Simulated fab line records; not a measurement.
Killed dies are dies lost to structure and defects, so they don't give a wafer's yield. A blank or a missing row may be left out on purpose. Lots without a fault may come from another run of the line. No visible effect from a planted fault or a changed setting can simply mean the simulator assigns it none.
fab line records	flow sky130
[record] lots = 13	wafers = 39	last_day = 50
route steps=708 shown METAL3@533 CAPM@549 METAL4@600 PAD_OPEN@701
lots that met no fault: taken from a fault-free run of the same line
start_h: the number of hours between the record's first day and the start of the first shown wafer of the lot	wait_h: hours from the lot's prior step to this one	" same as the row above	L1.1+2: a single row standing in for several wafers	- no value present, or no start provided	* or withheld: withheld	< > ~ a bound
route shown NAME@n: a module of which the file shows steps, and the number in the route of the first	usual: mean/standard deviation taken from wafers without a fault	same: alike in all rows	chamber/n: place in a boat	sites: each site's reading	_std_site: their standard deviation	_edge_site: the outer-site mean with the inner-site mean subtracted	radius_mm: how far each site lies from the wafer's centre	mask NAME#n: copy n	behind: the tool/chamber that last shaped the wafer	hold: cause of the lot's hold/its duration in hours/its outcome	device: the transistor (n, p or np) that didn't switch	end of line: the route-end tests of the same wafers	a step given without rows: its recipe and nothing more	killed: dies that structure and defects cost at the first sort, which is not the same as the wafer's yield	map: a wafer's dies, marking killed ones x, the rest . and places with no die _
set.NAME: the setting the step ran with; set.NAME@STEP: the setting that earlier step ran with	model.NAME: the simulator's own value behind a step, which no gauge read
steps of the route over a sample of lots; a table a step, a row a wafer
services: from which hour (start_h, from the record's first day; less than 0 if before it) a tool's chamber was out of use, for how many hours, and why
[[steps]]
[step SKY_METAL3_SPUTTER_01]
[recipe] material = TiN	target_thk_nm = 20	power_w = 6500	time_s = 16.7	chamber_pressure_pa = 0.4
[usual] throttle_valve_pct = 30.6/1.3
lot.wafer	tool	chamber	start_h	wait_h	throttle_valve_pct
L867.2	pvd_sputter-03	-	855.95	0.0	30.0
L867.3	"	-	"	"	30.7
L867.4	"	-	"	"	30.9
L869.1	pvd_sputter-02	-	873.44	0.0	28.5
L869.2	"	-	"	"	30.6
L869.6	"	-	"	"	33.6
L870.1	pvd_sputter-01	-	889.18	0.0	30.9
L870.4	"	-	"	"	29.9
L870.6	"	-	"	"	30.3
L871.3	pvd_sputter-01	-	897.01	0.0	30.9
L871.5	"	-	"	"	31.0
L871.6	"	-	"	"	30.9
L872.1	pvd_sputter-02	-	901.90	0.0	28.6
L872.4	"	-	"	"	31.9
L872.6	"	-	"	"	33.8
L877.1	pvd_sputter-02	-	935.27	0.0	28.5
L877.3	"	-	"	"	31.7
L877.5	"	-	"	"	33.3
L882.2	pvd_sputter-02	-	966.96	0.0	31.9
L882.3	"	-	"	"	28.6
L882.4	"	-	"	"	30.6
L881.1	pvd_sputter-03	-	968.45	0.0	30.6
L881.2	"	-	"	"	29.8
L881.3	"	-	"	"	28.8
L884.2	pvd_sputter-03	-	989.92	0.0	30.5
L884.4	"	-	"	"	29.7
L884.6	"	-	"	"	30.0
L885.4	pvd_sputter-02	-	995.66	0.0	28.7
L885.5	"	-	"	"	33.4
L885.6	"	-	"	"	28.3
L887.3	pvd_sputter-01	-	1004.84	0.0	30.2
L887.4	"	-	"	"	30.8
L887.5	"	-	"	"	29.8
L889.2	pvd_sputter-03	-	1017.67	0.0	29.9
L889.3	"	-	"	"	29.2
L889.4	"	-	"	"	30.9
L890.1	pvd_sputter-03	-	1022.17	0.0	29.9
L890.2	"	-	"	"	31.2
L890.6	"	-	"	"	30.3
[step SKY_CAPM_OVL_MEAS_12]
[usual] CAPM_OVL = 0.0/1.4
lot.wafer	tool	chamber	start_h	wait_h	CAPM_OVL[nm]
L867.2	overlay-02	-	881.86	0.1	0.2
L867.3	"	-	"	"	0.0
L867.4	"	-	"	"	0.8
L869.1	overlay-01	-	899.86	0.1	1.0
L869.2	"	-	"	"	-0.3
L869.6	"	-	"	"	-0.2
L870.1	overlay-02	-	914.76	0.1	1.1
L870.4	"	-	"	"	2.0
L870.6	"	-	"	"	-0.1
L871.3	overlay-02	-	922.43	0.1	-0.6
L871.5	"	-	"	"	-0.9
L871.6	"	-	"	"	-1.6
L872.1	overlay-01	-	927.10	0.1	0.8
L872.4	"	-	"	"	-0.1
L872.6	"	-	"	"	-0.3
L877.1	overlay-01	-	959.90	0.1	3.9
L877.3	"	-	"	"	2.6
L877.5	"	-	"	"	2.2
L882.2	overlay-02	-	991.06	0.1	-1.5
L882.3	"	-	"	"	-0.7
L882.4	"	-	"	"	-1.4
L881.1	overlay-02	-	992.46	0.1	-1.4
L881.2	"	-	"	"	0.5
L881.3	"	-	"	"	-0.8
L884.2	overlay-01	-	1013.42	0.1	1.1
L884.4	"	-	"	"	1.1
L884.6	"	-	"	"	-0.6
L885.4	overlay-01	-	1018.78	0.1	0.3
L885.5	"	-	"	"	-1.2
L885.6	"	-	"	"	0.5
L887.3	overlay-02	-	1026.91	0.1	-0.1
L887.4	"	-	"	"	-0.1
L887.5	"	-	"	"	-2.4
L889.2	overlay-01	-	1040.42	0.1	0.3
L889.3	"	-	"	"	3.6
L889.4	"	-	"	"	1.0
L890.1	overlay-02	-	1044.95	0.1	0.1
L890.2	"	-	"	"	-0.6
L890.6	"	-	"	"	-0.1
[step SKY_METAL4_SPUTTER_02]
[recipe] material = AlCu	target_thk_nm = 735	power_w = 10600	time_s = 39.1	chamber_pressure_pa = 0.4
[usual] throttle_valve_pct = 30.6/1.2
lot.wafer	tool	chamber	start_h	wait_h	throttle_valve_pct
L867.2	pvd_sputter-04	-	936.60	0.0	29.7
L867.3	"	-	"	"	30.5
L867.4	"	-	"	"	30.5
L869.1	pvd_sputter-04	-	953.51	0.0	30.0
L869.2	"	-	"	"	30.4
L869.6	"	-	"	"	30.2
L870.1	pvd_sputter-02	-	968.25	0.0	31.7
L870.4	"	-	"	"	33.7
L870.6	"	-	"	"	31.8
L871.3	pvd_sputter-01	-	975.65	0.0	30.3
L871.5	"	-	"	"	30.3
L871.6	"	-	"	"	30.9
L872.1	pvd_sputter-01	-	979.96	0.0	30.4
L872.4	"	-	"	"	30.7
L872.6	"	-	"	"	31.1
L877.1	pvd_sputter-04	-	1012.08	0.0	30.4
L877.3	"	-	"	"	29.0
L877.5	"	-	"	"	29.0
L882.2	pvd_sputter-01	-	1041.30	0.0	30.9
L882.3	"	-	"	"	30.1
L882.4	"	-	"	"	30.7
L881.1	pvd_sputter-01	-	1042.73	0.0	30.9
L881.2	"	-	"	"	30.8
L881.3	"	-	"	"	30.0
L884.2	pvd_sputter-02	-	1062.01	0.0	28.6
L884.4	"	-	"	"	33.2
L884.6	"	-	"	"	28.7
L885.4	pvd_sputter-02	-	1067.93	0.0	33.6
L885.5	"	-	"	"	28.8
L885.6	"	-	"	"	31.7
L887.3	pvd_sputter-02	-	1075.12	0.0	28.6
L887.4	"	-	"	"	30.6
L887.5	"	-	"	"	30.5
L889.2	pvd_sputter-01	-	1088.63	0.0	30.0
L889.3	"	-	"	"	31.1
L889.4	"	-	"	"	30.9
L890.1	pvd_sputter-02	-	1092.05	0.0	31.6
L890.2	"	-	"	"	33.3
L890.6	"	-	"	"	31.9
[step SKY_PAD_OPEN_ETCH_07]
[recipe] chemistry = CF4/O2	target_depth_nm = 725	stop_on = AlCu	source_w = 800	bias_w = 150	pressure_mtorr = 150	cf4_flow_sccm = 80	O2_flow_sccm = 10	time_s = 161.1
[usual] drypump_motor_current_A = 5.5/0.46	oes_product_au = 0.978/0.0065	throttle_valve_pct = 5.965/0.0093
lot.wafer	tool	chamber	start_h	wait_h	drypump_motor_current_A	oes_product_au	rf_hours_counter_h	throttle_valve_pct
L867.2	rie_diel-04	1	1079.86	-	4.9	0.976	26	5.963
L867.3	"	3	"	"	5.0	0.965	7	5.956
L867.4	"	0	"	"	5.2	0.983	19	5.974
L869.1	rie_diel-02	0	1094.75	-	5.9	0.982	15	5.950
L869.2	"	3	"	"	5.9	0.973	4	5.956
L869.6	"	0	"	"	5.9	0.985	-	5.962
L870.1	rie_diel-04	0	1107.51	-	5.2	0.882	20	5.933
L870.4	"	3	"	"	5.0	0.978	-	5.962
L870.6	"	2	"	"	5.9	0.876	-	5.939
L871.3	rie_diel-04	2	1113.45	-	5.9	0.976	27	5.956
L871.5	"	3	"	"	5.0	0.990	-	5.954
L871.6	"	0	"	"	5.2	0.878	-	5.948
L872.1	rie_diel-04	2	1116.01	-	5.9	0.878	27	5.933
L872.4	"	0	"	"	5.2	0.979	-	5.982
L872.6	"	3	"	"	5.0	0.879	-	5.926
L877.1	rie_diel-03	3	1145.36	-	5.2	0.972	21	5.954
L877.3	"	2	"	"	4.7	0.968	25	5.958
L877.5	"	3	"	"	5.2	0.980	-	5.961
L882.2	rie_diel-02	3	1167.96	-	5.8	0.973	7	5.960
L882.3	"	1	"	"	5.5	0.972	10	5.974
L882.4	"	0	"	"	5.9	0.978	18	5.959
L881.1	rie_diel-03	3	1169.10	-	5.2	0.975	22	5.965
L881.2	"	1	"	"	6.0	0.967	15	5.961
L881.3	"	0	"	"	6.0	0.985	14	5.958
L884.2	rie_diel-03	0	1181.91	-	6.0	0.961	15	5.968
L884.4	"	1	"	"	6.1	0.982	16	5.969
L884.6	"	2	"	"	4.8	0.974	-	5.985
L885.4	rie_diel-04	0	1186.10	-	5.2	0.989	23	5.948
L885.5	"	3	"	"	5.0	0.991	-	5.963
L885.6	"	2	"	"	5.9	0.980	-	5.984
L887.3	rie_diel-04	0	1191.10	-	5.2	0.973	23	5.961
L887.4	"	1	"	"	4.9	0.979	30	5.957
L887.5	"	3	"	"	5.0	0.969	-	5.975
L889.2	rie_diel-03	1	1201.26	-	6.1	0.985	17	5.952
L889.3	"	2	"	"	4.7	0.976	28	5.970
L889.4	"	0	"	"	6.0	0.983	15	5.959
L890.1	rie_diel-02	1	1203.71	-	5.5	0.977	11	5.974
L890.2	"	0	"	"	5.9	0.976	19	5.967
L890.6	"	0	"	"	5.9	0.974	-	5.971
[step SKY_PAD_OPEN_PROBE_99]
[usual] defect_limited_yield = 82.7/1.9	killed_at_M0_to_M3 = 43/7.1	killed_at_M4_up = 3.2/1.9	killed_at_contacts = 23/5.1	killed_at_front_end = 15/4.5	killed_at_other = 0.4/0.65	killed_dies = 85/9.4	killed_on_rim = 17/4	killed_open = 47/6.8	killed_short = 38/6.1
[same] gross_dies = 492	killed_at_back_side = 0
lot.wafer	tool	chamber	start_h	wait_h	defect_limited_yield[%]	killed_at_M0_to_M3	killed_at_M4_up	killed_at_contacts	killed_at_front_end	killed_at_other	killed_dies	killed_on_rim	killed_open	killed_short
L867.2	prober-02	-	1082.66	0.1	79.1	46	3	33	21	0	103	24	54	49
L867.3	prober-02	-	1082.71	0.2	85.2	43	3	15	12	0	73	14	42	31
L867.4	prober-02	-	1082.76	0.2	81.9	52	2	21	14	0	89	22	49	40
L869.1	prober-02	-	1097.07	0.1	83.1	36	5	21	21	0	83	16	50	32
L869.2	prober-02	-	1097.12	0.1	81.7	54	4	16	16	0	90	19	50	39
L869.6	prober-02	-	1097.32	0.2	81.7	45	6	29	8	2	90	15	51	39
L870.1	prober-01	-	1109.86	0.1	83.7	42	1	23	14	0	80	17	46	34
L870.4	prober-01	-	1110.01	0.2	81.3	45	5	28	14	0	92	20	57	35
L870.6	prober-01	-	1110.11	0.2	82.9	40	4	23	17	0	84	14	51	33
L871.3	prober-02	-	1115.88	0.2	80.7	44	1	30	19	1	95	24	47	48
L871.5	prober-02	-	1115.98	0.2	84.3	39	1	25	12	0	77	7	42	35
L871.6	prober-02	-	1116.03	0.2	83.3	43	5	19	13	2	82	13	41	41
L872.1	prober-01	-	1118.34	0.1	81.9	50	3	17	18	1	89	9	46	41
L872.4	prober-01	-	1118.49	0.2	81.3	50	5	19	17	1	92	15	46	44
L872.6	prober-01	-	1118.59	0.2	80.5	52	3	17	23	1	96	16	47	46
L877.1	prober-02	-	1147.75	0.1	82.7	49	3	19	14	0	85	21	50	35
L877.3	prober-02	-	1147.85	0.2	84.3	41	3	17	16	0	77	12	44	32
L877.5	prober-02	-	1147.95	0.2	83.7	41	5	23	11	0	80	14	41	38
L882.2	prober-02	-	1170.67	0.1	83.7	40	3	23	14	0	80	16	45	35
L882.3	prober-02	-	1170.72	0.2	83.1	50	1	22	9	1	83	14	42	41
L882.4	prober-02	-	1170.77	0.2	81.5	45	6	26	14	0	91	19	52	39
L881.1	prober-01	-	1171.47	0.1	81.5	40	7	29	14	1	91	19	57	33
L881.2	prober-01	-	1171.52	0.1	82.7	55	0	22	7	1	85	16	48	37
L881.3	prober-01	-	1171.57	0.2	85.8	39	4	15	12	0	70	11	38	32
L884.2	prober-01	-	1184.34	0.1	83.1	50	5	20	7	1	83	12	45	37
L884.4	prober-01	-	1184.44	0.2	83.7	42	2	23	11	2	80	12	42	36
L884.6	prober-01	-	1184.54	0.2	77.8	58	1	38	12	0	109	24	56	53
L885.4	prober-02	-	1188.57	0.2	82.5	46	3	21	15	1	86	18	56	30
L885.5	prober-02	-	1188.62	0.2	82.7	47	7	16	15	0	85	14	50	35
L885.6	prober-02	-	1188.67	0.2	82.3	38	5	27	17	0	87	25	49	38
L887.3	prober-02	-	1193.56	0.2	81.9	42	3	27	16	1	89	24	45	44
L887.4	prober-02	-	1193.61	0.2	82.3	45	2	27	13	0	87	17	48	39
L887.5	prober-02	-	1193.66	0.2	83.1	36	2	28	17	0	83	15	41	42
L889.2	prober-02	-	1203.73	0.1	82.7	42	3	24	16	0	85	22	49	36
L889.3	prober-02	-	1203.78	0.2	84.8	36	7	18	14	0	75	12	35	40
L889.4	prober-02	-	1203.83	0.2	82.5	40	6	21	19	0	86	16	48	38
L890.1	prober-02	-	1206.03	0.1	85.0	34	3	21	16	0	74	7	42	32
L890.2	prober-02	-	1206.08	0.1	84.6	38	2	28	8	0	76	22	45	31
L890.6	prober-02	-	1206.28	0.2	81.7	49	3	21	15	2	90	22	50	39
// killed by level:class
L867.2 VIA1:geometric_particle:open=12 LI_CONTACT:geometric_particle:open=9 CONTACT:geometric_particle:open=8 METAL1:geometric_particle:short=8 FIELD_ISO:geometric_particle:short=7 CONTACT:geometric_particle:short=7 VIA3:geometric_particle:open=7 LI_CONTACT:geometric_particle:short=5
L867.3 VIA1:geometric_particle:open=11 VIA3:geometric_particle:open=7 METAL2:geometric_particle:short=6 METAL1:geometric_particle:short=5 VIA2:geometric_particle:open=5 LI_CONTACT:geometric_particle:open=4 CONTACT:geometric_particle:short=4 CONTACT:geometric_particle:open=4
L867.4 VIA1:geometric_particle:open=10 METAL2:geometric_particle:short=8 VIA3:geometric_particle:open=7 LI_CONTACT:geometric_particle:open=6 VIA2:geometric_particle:short=5 CONTACT:geometric_particle:open=5 VIA1:geometric_particle:short=5 LOCAL_INTERCONNECT:geometric_particle:short=4
L869.1 CONTACT:geometric_particle:open=11 VIA2:geometric_particle:open=9 FIELD_ISO:geometric_particle:open=7 VIA1:geometric_particle:open=7 FIELD_ISO:geometric_particle:short=6 VIA1:geometric_particle:short=6 LI_CONTACT:geometric_particle:open=6 VIA3:geometric_particle:open=4
L869.2 VIA1:geometric_particle:open=11 VIA2:geometric_particle:open=9 VIA3:geometric_particle:open=7 CONTACT:geometric_particle:open=6 LI_CONTACT:geometric_particle:open=6 METAL1:geometric_particle:short=6 VIA2:geometric_particle:short=6 VIA1:geometric_particle:short=5
L869.6 CONTACT:geometric_particle:open=12 VIA1:geometric_particle:open=12 VIA2:geometric_particle:open=8 LOCAL_INTERCONNECT:geometric_particle:short=7 METAL2:geometric_particle:short=6 LI_CONTACT:geometric_particle:open=5 METAL1:geometric_particle:short=5 VIA3:geometric_particle:open=5
L870.1 CONTACT:geometric_particle:open=10 VIA1:geometric_particle:open=10 VIA3:geometric_particle:open=8 CONTACT:geometric_particle:short=6 VIA1:geometric_particle:short=6 FIELD_ISO:geometric_particle:open=4 POLY_GATE:geometric_particle:open=4 VIA2:geometric_particle:open=4
L870.4 CONTACT:geometric_particle:open=13 VIA1:geometric_particle:open=8 VIA2:geometric_particle:open=8 VIA3:geometric_particle:open=7 LI_CONTACT:geometric_particle:open=6 VIA2:geometric_particle:short=6 LOCAL_INTERCONNECT:geometric_particle:short=4 POLY_GATE:geometric_particle:open=3
L870.6 VIA3:geometric_particle:open=11 CONTACT:geometric_particle:open=9 VIA2:geometric_particle:open=7 LI_CONTACT:geometric_particle:open=6 POLY_GATE:geometric_particle:open=5 POLY_GATE:geometric_particle:short=5 METAL1:geometric_particle:short=5 VIA1:geometric_particle:open=5
L871.3 CONTACT:geometric_particle:open=8 VIA1:geometric_particle:open=8 LI_CONTACT:geometric_particle:open=7 VIA2:geometric_particle:open=7 CONTACT:geometric_particle:short=6 LOCAL_INTERCONNECT:geometric_particle:short=6 METAL2:geometric_particle:short=6 VIA3:geometric_particle:short=5
L871.5 VIA2:geometric_particle:open=9 LI_CONTACT:geometric_particle:open=8 VIA1:geometric_particle:open=7 CONTACT:geometric_particle:short=6 CONTACT:geometric_particle:open=5 METAL1:geometric_particle:short=4 FIELD_ISO:geometric_particle:open=4 LOCAL_INTERCONNECT:geometric_particle:short=4
L871.6 VIA1:geometric_particle:open=9 LI_CONTACT:geometric_particle:open=6 LOCAL_INTERCONNECT:geometric_particle:short=5 METAL2:geometric_particle:short=5 FIELD_ISO:geometric_particle:short=4 CONTACT:geometric_particle:short=4 METAL1:geometric_particle:short=4 METAL2:geometric_particle:open=4
L872.1 VIA1:geometric_particle:open=9 VIA2:geometric_particle:short=7 VIA2:geometric_particle:open=7 FIELD_ISO:geometric_particle:open=6 METAL1:geometric_particle:short=5 LI_CONTACT:geometric_particle:open=5 CONTACT:geometric_particle:short=5 VIA3:geometric_particle:open=5
L872.4 METAL1:geometric_particle:short=13 VIA1:geometric_particle:open=10 CONTACT:geometric_particle:open=8 METAL2:geometric_particle:short=8 FIELD_ISO:geometric_particle:short=7 VIA2:geometric_particle:open=5 POLY_GATE:geometric_particle:open=4 LI_CONTACT:geometric_particle:open=4
L872.6 FIELD_ISO:geometric_particle:open=8 FIELD_ISO:geometric_particle:short=8 CONTACT:geometric_particle:open=7 METAL2:geometric_particle:short=7 VIA2:geometric_particle:open=7 LI_CONTACT:geometric_particle:open=6 VIA3:geometric_particle:open=6 METAL1:geometric_particle:short=6
L877.1 VIA3:geometric_particle:open=13 CONTACT:geometric_particle:open=8 METAL2:geometric_particle:short=6 VIA1:geometric_particle:open=6 VIA2:geometric_particle:open=6 METAL1:geometric_particle:short=5 FIELD_ISO:geometric_particle:open=4 LI_CONTACT:geometric_particle:open=4
L877.3 VIA1:geometric_particle:open=13 POLY_GATE:geometric_particle:open=6 CONTACT:geometric_particle:open=6 METAL1:geometric_particle:short=5 VIA2:geometric_particle:open=5 LOCAL_INTERCONNECT:geometric_particle:short=4 VIA1:geometric_particle:short=4 VIA3:geometric_particle:open=4
L877.5 VIA1:geometric_particle:open=14 CONTACT:geometric_particle:open=7 METAL2:geometric_particle:short=7 LOCAL_INTERCONNECT:geometric_particle:short=6 LI_CONTACT:geometric_particle:open=5 VIA2:geometric_particle:open=5 VIA3:geometric_particle:open=5 METAL1:geometric_particle:short=4
L882.2 LI_CONTACT:geometric_particle:open=11 VIA1:geometric_particle:open=9 POLY_GATE:geometric_particle:short=6 METAL1:geometric_particle:short=6 VIA2:geometric_particle:open=6 CONTACT:geometric_particle:open=5 VIA3:geometric_particle:open=5 FIELD_ISO:geometric_particle:open=3
L882.3 VIA1:geometric_particle:open=10 METAL1:geometric_particle:short=9 VIA3:geometric_particle:open=8 METAL2:geometric_particle:short=7 LI_CONTACT:geometric_particle:open=7 CONTACT:geometric_particle:open=7 FIELD_ISO:geometric_particle:short=5 CONTACT:geometric_particle:short=5
L882.4 CONTACT:geometric_particle:open=11 VIA1:geometric_particle:short=9 VIA1:geometric_particle:open=8 VIA3:geometric_particle:open=8 LI_CONTACT:geometric_particle:open=7 VIA2:geometric_particle:open=5 FIELD_ISO:geometric_particle:open=4 METAL1:geometric_particle:short=4
L881.1 CONTACT:geometric_particle:open=14 VIA1:geometric_particle:open=9 VIA2:geometric_particle:open=8 LI_CONTACT:geometric_particle:open=7 VIA3:geometric_particle:open=6 FIELD_ISO:geometric_particle:open=5 LI_CONTACT:geometric_particle:short=5 METAL4:geometric_particle:short=5
L881.2 VIA2:geometric_particle:open=10 VIA1:geometric_particle:open=9 LI_CONTACT:geometric_particle:open=8 VIA3:geometric_particle:open=6 VIA1:geometric_particle:short=6 METAL3:geometric_particle:short=5 VIA2:geometric_particle:short=5 CONTACT:geometric_particle:open=5
L881.3 VIA1:geometric_particle:open=12 VIA3:geometric_particle:open=9 FIELD_ISO:geometric_particle:short=6 CONTACT:geometric_particle:open=5 LOCAL_INTERCONNECT:geometric_particle:short=4 CONTACT:geometric_particle:short=4 VIA1:geometric_particle:short=3 METAL2:geometric_particle:short=3
L884.2 VIA1:geometric_particle:open=11 METAL1:geometric_particle:short=9 LI_CONTACT:geometric_particle:open=7 VIA3:geometric_particle:open=6 VIA1:geometric_particle:short=4 CONTACT:geometric_particle:open=4 VIA2:geometric_particle:open=4 METAL2:geometric_particle:short=4
L884.4 LI_CONTACT:geometric_particle:open=7 VIA1:geometric_particle:open=7 METAL2:geometric_particle:short=7 CONTACT:geometric_particle:open=6 FIELD_ISO:geometric_particle:open=5 METAL1:geometric_particle:open=5 VIA1:geometric_particle:short=4 LI_CONTACT:geometric_particle:short=4
L884.6 CONTACT:geometric_particle:open=16 VIA1:geometric_particle:open=12 METAL2:geometric_particle:short=9 VIA1:geometric_particle:short=9 VIA2:geometric_particle:open=9 LI_CONTACT:geometric_particle:open=8 VIA3:geometric_particle:open=6 CONTACT:geometric_particle:short=6
L885.4 VIA1:geometric_particle:open=16 CONTACT:geometric_particle:open=11 VIA2:geometric_particle:open=11 CONTACT:geometric_particle:short=5 VIA3:geometric_particle:open=4 POLY_GATE:geometric_particle:open=4 METAL2:geometric_particle:short=4 FIELD_ISO:geometric_particle:open=3
L885.5 VIA2:geometric_particle:open=12 FIELD_ISO:geometric_particle:open=8 VIA1:geometric_particle:open=8 CONTACT:geometric_particle:open=6 VIA1:geometric_particle:short=6 METAL4:geometric_particle:short=5 VIA3:geometric_particle:open=4 VIA3:geometric_particle:short=3
L885.6 CONTACT:geometric_particle:open=14 VIA1:geometric_particle:open=10 FIELD_ISO:geometric_particle:open=6 METAL2:geometric_particle:short=6 FIELD_ISO:geometric_particle:short=4 VIA1:geometric_particle:short=4 LI_CONTACT:geometric_particle:open=4 LOCAL_INTERCONNECT:geometric_particle:short=4
L887.3 CONTACT:geometric_particle:open=8 VIA3:geometric_particle:open=8 LI_CONTACT:geometric_particle:open=7 METAL1:geometric_particle:short=6 CONTACT:geometric_particle:short=5 VIA1:geometric_particle:short=5 METAL2:geometric_particle:short=5 FIELD_ISO:geometric_particle:open=4
L887.4 VIA1:geometric_particle:open=12 CONTACT:geometric_particle:open=10 VIA3:geometric_particle:open=9 METAL1:geometric_particle:short=6 VIA3:geometric_particle:short=6 POLY_GATE:geometric_particle:open=5 LI_CONTACT:geometric_particle:open=5 LOCAL_INTERCONNECT:geometric_particle:short=5
L887.5 CONTACT:geometric_particle:open=13 VIA1:geometric_particle:open=8 FIELD_ISO:geometric_particle:short=7 METAL2:geometric_particle:short=7 LI_CONTACT:geometric_particle:open=6 CONTACT:geometric_particle:short=5 VIA3:geometric_particle:open=5 POLY_GATE:geometric_particle:short=4
L889.2 LI_CONTACT:geometric_particle:open=10 VIA1:geometric_particle:open=9 METAL1:geometric_particle:short=8 FIELD_ISO:geometric_particle:open=7 CONTACT:geometric_particle:open=6 CONTACT:geometric_particle:short=5 VIA2:geometric_particle:open=5 METAL3:geometric_particle:short=4
L889.3 METAL2:geometric_particle:short=9 CONTACT:geometric_particle:open=8 FIELD_ISO:geometric_particle:open=7 VIA3:geometric_particle:short=7 FIELD_ISO:geometric_particle:short=6 METAL4:geometric_particle:short=5 METAL1:geometric_particle:short=5 LI_CONTACT:geometric_particle:open=4
L889.4 VIA1:geometric_particle:open=12 LOCAL_INTERCONNECT:geometric_particle:short=7 CONTACT:geometric_particle:open=7 FIELD_ISO:geometric_particle:short=6 VIA3:geometric_particle:open=6 POLY_GATE:geometric_particle:short=5 LI_CONTACT:geometric_particle:open=5 METAL1:geometric_particle:short=5
L890.1 CONTACT:geometric_particle:open=9 VIA1:geometric_particle:open=6 VIA3:geometric_particle:open=6 POLY_GATE:geometric_particle:open=5 VIA2:geometric_particle:short=5 POLY_GATE:geometric_particle:short=4 LI_CONTACT:geometric_particle:open=4 CONTACT:geometric_particle:short=4
L890.2 VIA2:geometric_particle:open=10 CONTACT:geometric_particle:open=10 VIA1:geometric_particle:open=10 LI_CONTACT:geometric_particle:short=5 CONTACT:geometric_particle:short=5 VIA1:geometric_particle:short=5 LI_CONTACT:geometric_particle:open=4 LOCAL_INTERCONNECT:geometric_particle:short=4
L890.6 VIA1:geometric_particle:open=13 FIELD_ISO:geometric_particle:open=8 VIA3:geometric_particle:open=8 LI_CONTACT:geometric_particle:open=7 CONTACT:geometric_particle:open=6 METAL1:geometric_particle:short=6 VIA2:geometric_particle:open=6 METAL3:geometric_particle:short=5
[[services]]
tool	chamber	start_h	hours	kind
rie_diel-02	1	833.46	2.8	repair
pvd_sputter-02	-	867.82	0.9	repair
rie_diel-04	1	870.65	10.5	repair
rie_diel-03	3	910.74	1.9	repair
rie_diel-04	3	923.27	6.1	repair
rie_diel-04	2	925.39	7.8	repair
rie_diel-04	1	946.82	8.0	repair
rie_diel-03	1	960.49	13.2	repair
rie_diel-04	1	973.96	5.5	repair
pvd_sputter-02	-	1001.31	36.9	repair
rie_diel-04	-	1017.94	0.1	repair
rie_diel-03	-	1067.55	1.7	repair
pvd_sputter-03	-	1072.37	1.8	repair
pvd_sputter-03	-	1074.54	0.5	repair
rie_diel-04	1	1097.55	19.9	repair
rie_diel-03	-	1098.18	2.8	pm
pvd_sputter-01	-	1116.54	2.1	repair
rie_diel-04	2	1117.32	11.1	repair
rie_diel-04	0	1118.03	16.2	repair
rie_diel-04	1	1127.53	8.6	repair
pvd_sputter-02	-	1153.65	1.1	repair
pvd_sputter-02	-	1177.11	4.5	repair
pvd_sputter-01	-	1180.84	17.2	repair
pvd_sputter-02	-	1192.25	2.6	repair
[[key]]
[first_sign] step = SKY_PAD_OPEN_ETCH_07	reading = oes_product_au	direction = down	sigmas = 15	usual = 0.978	struck = 0.878
[effect] step = SKY_PAD_OPEN_ETCH_07	reading = throttle_valve_pct	direction = down	sigmas = 3.1	usual = 5.965	struck = 5.936
met_at SKY_PAD_OPEN_ETCH_07
struck_lots L870,L871,L872
struck_wafers L870.1,L870.6,L871.6,L872.1,L872.6
not_acting_at SKY_METAL3_SPUTTER_01,SKY_CAPM_OVL_MEAS_12,SKY_METAL4_SPUTTER_02
onset_between 1079.86 1107.51
[fault] kind = process_parameter_drift	tool = rie_diel-04	chamber = -	onset_h = 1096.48	steps = SKY_PAD_OPEN_ETCH_07	channel = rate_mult	offset = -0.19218	shape = step	end_h = 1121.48	scope = struck_wafers_only
